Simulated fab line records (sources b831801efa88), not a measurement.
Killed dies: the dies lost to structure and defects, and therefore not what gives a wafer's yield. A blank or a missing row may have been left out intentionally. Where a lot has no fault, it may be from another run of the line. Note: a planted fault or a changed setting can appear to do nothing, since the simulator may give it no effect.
A lot that was struck, set against a sound lot | flow gf180mcu | 22 out of 602 route steps
Sound: the wafers L555.3, L555.4, L555.6. Wafers L565.1, L565.2, L565.6 were the ones struck. Last of all comes the cause.
For every step that has rows: the tool of each side, followed by ch and its chambers, followed by its first start. Under that, the readings that differ: sound wafers | struck wafers | difference of the means | sigmas: that difference in standard deviations of wafers without a fault.
alike: readings whose means differ by less than 2 such deviations, and words and numbers that are the same on both sides. not compared: withheld readings, readings that some wafer has no value for, bounds like >300 that may hide the same value, and numbers for which the record gives no deviation and whose values overlap.
Wherever a step has rows on one side only, a row that says differs or no value, or a row with sigmas, the two part there. When numbers do not overlap yet have no deviation, they are printed without sigmas and do not part them. A reading missing from all wafers of one side parts the sides only when that side holds two or more wafers.

first, 7 steps without rows for these wafers: GF_STI_DEHYDRATE_05 (time 60 s); GF_STI_HMDS_06 (prime time 60 s); GF_STI_COAT_07 (resist thk 700 nm); GF_STI_SOFTBAKE_08 (time 60 s); GF_STI_EXPOSE_09 (exposes mask COMP, target cd 220 nm); GF_STI_PEB_10 (peb time 90 s); GF_STI_DEVELOP_11 (develop time 60 s).
GF_STI_CD_MEAS_12 targets a cd of 220 nm.
  sound: cdSem-02 at day 2 07:01; struck: cdSem-02 at day 4 09:44
  alike: cdNm
GF_STI_ETCH_13: etches the open film in CHF3/O2, stops on Si, target depth 282.31 nm, time 112.9 s.
  sound on rieDiel-01 ch 2,3, day 2 07:05; struck on rieDiel-03 ch 0,2, day 4 09:51
  alike: O2_flow_sccm, biasW, chf3FlowSccm, drypumpMotorCurrentA, oesProductAu, throttleValvePct
  not compared: rfHoursCounterH
GF_STI_ETCH_14: etches Si in HBr/Cl2/O2, target depth 360 nm, time 102.9 s.
  sound on rieSi-01 ch 0,3, day 2 07:10; struck on rieSi-01 ch 1,2,3, day 4 09:56
  alike: HBr_flow_sccm, O2_flow_sccm, drypumpMotorCurrentA, oesProductAu, throttleValvePct
  not compared: rfHoursCounterH
GF_STI_STRIP_15: strips in O2/N2.
  sound on plasmaAsher-02 ch 0,1, day 2 07:17; struck on plasmaAsher-02 ch 0,1, day 4 10:01
  alike: drypumpMotorCurrentA, heaterPowerW, n2FlowSccm, oesProductAu, stripTimeToEndpointS
  not compared: rfHoursCounterH
then, 1 step without rows for these wafers: GF_STI_CLEAN_16 (cleans in dHF, time 25 s).
GF_STI_WET_ETCH_17: etches Si3N4 in H3PO4, target depth 45 nm, time 514 s.
  sound on wetBench-04 ch 3, day 2 07:22; struck on wetBench-04 ch 3, day 4 10:07
  no value came back on the struck wafers for bathGuardTempC (C), bathHeatDutyPct (%); on the sound wafers bathGuardTempC (C) reads 160.6 160.9 160.9
reading                              | sound             | struck            | difference | sigmas
model.Si3N4_of_STI_CVD_03.thkNm (nm) | 158.2 157.6 157.1 | 208.2 209.6 208.5 | +51.1      | 
then, 5 steps without rows for these wafers: GF_STI_CLEAN_18 (cleans in SC1/SC2, time 150 s); GF_STI_CLEAN_19 (cleans in dHF, time 20 s); GF_STI_WET_ETCH_20 (etches SiO2 in dHF, target depth 20 nm, time 400 s); GF_STI_OXIDATION_21 (stabilise 600 s, purge 300 s, target thk 15 nm); GF_STI_CVD_23 (deposits SiO2, target thk 650 nm, time 108.3 s).
GF_STI_CMP_25: polishes, stops on Si3N4, t overpolish 33 s, target thk 524.6 nm.
  sound on cmp-01 ch 0,3, day 2 09:03; struck on cmp-02 ch 1,2,3, day 4 11:52
  alike: headPressurePsi, motorCurrentA
GF_STI_WET_ETCH_26: etches SiO2 in dHF, target depth 94 nm, time 188 s.
  sound on wetBench-01 ch 0, day 2 09:21; struck on wetBench-04 ch 3, day 4 12:07
reading                              | sound             | struck            | difference | sigmas
model.Si3N4_of_STI_CVD_03.thkNm (nm) | 147.4 146.8 146.4 | 197.4 198.8 197.7 | +51.1      | 
  alike: bathHeatDutyPct, runLengthS
then, 1 step without rows for these wafers: GF_STI_WET_ETCH_27 (etches Si3N4 in H3PO4, target depth 160 nm, time 1825 s).
-- the record jumps here: 28 days lie between the struck wafers' starts before and after (it left off in module STI and takes up again in module PASSIVATION, whose first step shown is number 602 of the route) --
GF_PASSIVATION_PROBE_99:
  record: rows for the struck wafers here (prober-02, day 32 13:15), none for the sound ones

WHERE THEY PART
At GF_STI_WET_ETCH_17 first; at GF_PASSIVATION_PROBE_99 last (within this record only).

WHY: what the simulator had put in
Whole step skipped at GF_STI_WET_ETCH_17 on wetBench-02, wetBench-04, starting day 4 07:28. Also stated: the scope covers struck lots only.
